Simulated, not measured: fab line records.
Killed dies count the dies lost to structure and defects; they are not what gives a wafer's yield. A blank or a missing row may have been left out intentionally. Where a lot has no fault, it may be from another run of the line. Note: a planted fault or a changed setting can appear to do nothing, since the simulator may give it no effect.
Which tool was responsible? + flow sky130 + route of 708 steps, sampled at 1 step: 12 lots, 36 wafers

== WHAT THE GAUGES READ, wafer by wafer ==
SKY_LDD_LDN_TW_MEAS_13.
| lot  | measured     | on            | LDD_LDN_TW     |
|------|--------------|---------------|----------------|
| L076 | day 24 15:19 | film_metro-04 | 1498 1492 1497 |
| L075 | day 24 19:31 | film_metro-03 | 1482 1493 1492 |
| L079 | day 25 18:31 | film_metro-04 | 1493 1493 1500 |
| L080 | day 26 01:20 | film_metro-04 | 1491 1498 1494 |
| L083 | day 27 01:17 | film_metro-01 | 1438 1443 1440 |
| L085 | day 27 17:43 | film_metro-01 | 1440 1446 1437 |
| L086 | day 28 08:47 | film_metro-01 | 1432 1443 1439 |
| L089 | day 29 03:13 | film_metro-04 | 1490 1504 1498 |
| L091 | day 29 09:10 | film_metro-03 | 1498 1498 1491 |
| L093 | day 29 17:11 | film_metro-01 | 1439 1444 1431 |
| L095 | day 30 18:53 | film_metro-01 | 1450 1449 1443 |
| L097 | day 31 13:16 | film_metro-03 | 1495 1495 1501 |

== EACH LOT AND THE TOOL THAT RAN IT (in order: tool; ch and the chambers of the sampled wafers; start) ==
No process step before these readings appears in the record.

== THE ANSWER, worked out from the rows above alone ==
Rule: usual is defined by the lots themselves. The widest of any qualifying gaps counts: lots, ordered by their means at a reading, are off when they make up no more than a third of the lots, leave a main group of 4 or more, and stand apart from it by 3 or more times the standard deviation of that group's means. A main group is skipped when, at the precision printed for the reading in the tables above, its means are all equal. A lot without any number at a reading at which 4 lots or more have one is off too. The other lots that the step has rows for count as sound.
None of the lots is off at any reading shown; this tells nothing.

== WHAT THE SIMULATOR PUT IN ==
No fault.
